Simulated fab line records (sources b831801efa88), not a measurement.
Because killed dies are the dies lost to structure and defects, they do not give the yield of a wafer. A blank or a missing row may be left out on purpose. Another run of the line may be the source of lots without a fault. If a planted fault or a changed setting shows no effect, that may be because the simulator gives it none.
8D (eight disciplines) problem report, filled in by code :: flow gf180mcu :: the parts of the form that need people (team, actions taken, sign-off) are left out

## 1. WHAT IS WRONG
Across 6 wafers from 2 lots, VT_IMPLANT_TW at GF_VT_IMPLANT_TW_MEAS_10 averages 1014, while fault-free wafers read 562 with a standard deviation of 4.4. So: +99 or more standard deviations from the usual mean.
The first sign was on wafer L490.2 at day 10 05:46, on film-metro-04. The record has a number at this step for 39 wafers belonging to 13 lots. Rule for "out", or "out of limits": more than 4 standard deviations from the usual mean. The rest of the wafers with a number are treated as sound.

## 2. WHAT IT IS, AND WHAT IT ISN'T
question: which readings at this step
is: VT_IMPLANT_TW
is not: -

question: which lots
is: L490, L491
is not: L474, L475, L476, L478, L480, L481, L482, L483, L484, L487, L489

question: which wafers of those lots
is: all that have a number
is not: -

question: read on which gauges
is: film-metro-01, film-metro-04
is not: film-metro-02

question: when
is: from day 10 05:46
is not: up to then (33 sound wafers)

## 3. SUSPECTS, AND WHAT RULES EACH OUT
Counting: a tool at a process step up to the reading stays a suspect if it ran every lot that is out and no sound lot after the first of them.
- ruled out: the gauge at GF_VT_IMPLANT_TW_MEAS_10. 2 gauges (film-metro-01, film-metro-04) read the wafers that are out.
- implanter-02 at GF_VT_IMPLANT_IMPLANT_08: kept. It processed each lot that is out, first L490 at day 10 05:32, and no sound lot thereafter; up to then, the last sound lot it processed was L487 at day 9 11:37. Out on those wafers are its own readings of dose-ions-cm2, faraday-current-uA.
The count leaves implanter-02 at GF_VT_IMPLANT_IMPLANT_08.

## 4. THE CAUSE (what the simulator had put in)
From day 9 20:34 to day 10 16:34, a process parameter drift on implanter-02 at GF_VT_IMPLANT_IMPLANT_08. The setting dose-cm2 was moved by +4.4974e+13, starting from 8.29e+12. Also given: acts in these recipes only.
This tool alone remained once counting was done.

## 5. THE EFFECT CHAIN, in route order
Rows list readings where the struck wafers' mean (over those with a number) sits beyond 3 standard deviations from the usual. Only readings for which the record gives a usual standard deviation are gone through. hours: the time from each lot's start at the first step in this table that gives one to its start at this step, as a median over the lots. sigmas: the change in usual standard deviations.
hours: 0
step: GF_VT_IMPLANT_IMPLANT_08
reading: dose-ions-cm2
usual: 8.29e+12
on struck wafers: 5.33e+13
change: +4.50e+13
sigmas: +99 or more

hours: 0
step: GF_VT_IMPLANT_IMPLANT_08
reading: faraday-current-uA
usual: 46.8
on struck wafers: 297.0
change: +250.2
sigmas: +99 or more

hours: 0
step: GF_VT_IMPLANT_TW_MEAS_10
reading: VT_IMPLANT_TW
usual: 562
on struck wafers: 1014
change: +452
sigmas: +99 or more
It contains these process steps:
- GF_VT_IMPLANT_IMPLANT_08
At these later measuring or inspecting steps, every struck wafer for which the step has a row has a number for every such reading, and none has moved that far: GF_M2_RS_MEAS_05.

## 6. HOW IT WOULD HAVE BEEN CAUGHT EARLIER
The first out-of-limits reading at a measuring or inspecting step in this record came at day 10 05:46, 9 hours after the fault's start at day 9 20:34.
At GF_VT_IMPLANT_IMPLANT_08, the tool's own readings (dose-ions-cm2, faraday-current-uA) were out on each struck wafer the step has a row for, so an alarm limit on them would have fired on the first such wafer.
Lots out: 2; of these, L491 started GF_VT_IMPLANT_IMPLANT_08 on implanter-02 after day 10 05:46. A hold on the tool at that time would have spared it.
